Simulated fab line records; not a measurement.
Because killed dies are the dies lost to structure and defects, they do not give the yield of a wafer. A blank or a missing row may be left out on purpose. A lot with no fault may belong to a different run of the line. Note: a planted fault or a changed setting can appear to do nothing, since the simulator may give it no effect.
Problem report in the 8D (eight disciplines) form, filled by code | flow gf180mcu | the parts of the form that need people (team, actions taken, sign-off) are left out

== 1. THE ISSUE ==
Wafers without a fault read 280.3 nm, standard deviation 1.2; cd-nm at GF_M2_CD_MEAS_14 reads a mean of 289.2 nm on 6 wafers belonging to 2 lots. That puts it +7.4 standard deviations away from the usual mean.
The step: target cd 280 nm.
First seen on wafer L197.1, day 22 05:28, on cd-sem-01. The record holds 36 wafers of 12 lots with a number at this step. By rule, "out" or "out of limits" means more than 4 standard deviations away from the usual mean. All remaining wafers that have a number are taken as sound.

== 2. WHAT IT IS, AND WHAT IT ISN'T ==
question                    | is                     | is not
which readings at this step | cd-nm                  | -
which lots                  | L197, L199             | L189, L190, L191, L194, L200, L202, L204, L208, L211, L212
which wafers of those lots  | all that have a number | -
read on which gauges        | cd-sem-01              | cd-sem-02
when                        | from day 22 05:28      | up to then (12 sound wafers); but 18 sound wafers of L200, L202, L204, L208, L211, L212 came after

== 3. WHAT RULES OUT EACH SUSPECT ==
Counting: a tool at any process step up to the reading remains a suspect when it ran all the lots that are out and ran no sound lot after the first of those.
- ruled out: the gauge at GF_M2_CD_MEAS_14. All the wafers that are out were read on cd-sem-01, but those of them that GF_M2_PEB_12 has rows for are out there too, on other tools.
- plasma-asher-02 at GF_V1_STRIP_18 (strips in O2/N2): ruled out as a lasting fault. After its first lot that is out, L197 (day 21 05:09), sound lots L200 ran on it.
- litho-track-01 at GF_M2_PEB_12 (peb time 90 s): kept. It ran every lot that is out, first L197 (day 22 05:07), and no sound lot after that; its last sound lot up to then is L191 (day 19 17:00). Its own readings are out on those wafers: heater-power-total-W, plate-temp-C.
The count leaves litho-track-01 at GF_M2_PEB_12.

== 4. THE CAUSE (what the simulator had put in) ==
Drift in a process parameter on litho-track-01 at GF_M2_PEB_12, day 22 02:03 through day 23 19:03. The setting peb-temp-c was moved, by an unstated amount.
After counting, this tool was the only one left.

== 5. THE EFFECT CHAIN, in route order ==
Each row: a reading where the mean over the struck wafers with a number is more than 3 standard deviations away from the usual. Scope: only readings with a usual standard deviation given in the record; hours: median across lots of the time from each lot's start at the first step in this table that gives one to its start at this step; sigmas: change in usual standard deviations.
hours | step             | reading              | usual    | on struck wafers | change | sigmas
0     | GF_M2_PEB_12     | heater-power-total-W | 85.69 W  | 83.35            | -2.34  | -27
0     | GF_M2_PEB_12     | plate-temp-C         | 135.01 C | 132.23           | -2.78  | -21
0     | GF_M2_CD_MEAS_14 | cd-nm                | 280.3 nm | 289.2            | +8.9   | +7.4
It contains these process steps:
- GF_M2_PEB_12: peb time 90 s.

== 6. HOW IT WOULD HAVE BEEN CAUGHT EARLIER ==
3 hours passed between the start of the fault at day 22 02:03 and the first reading out of limits at a measuring or inspecting step in this record, taken at day 22 05:28.
At GF_M2_PEB_12, the tool's own readings (heater-power-total-W, plate-temp-C) were out on each struck wafer the step has a row for, so an alarm limit on them would have fired on the first such wafer.
L199, from the lots that are out (2), started GF_M2_PEB_12 on litho-track-01 later than day 22 05:28. Had the tool been put on hold then, it would have been spared.
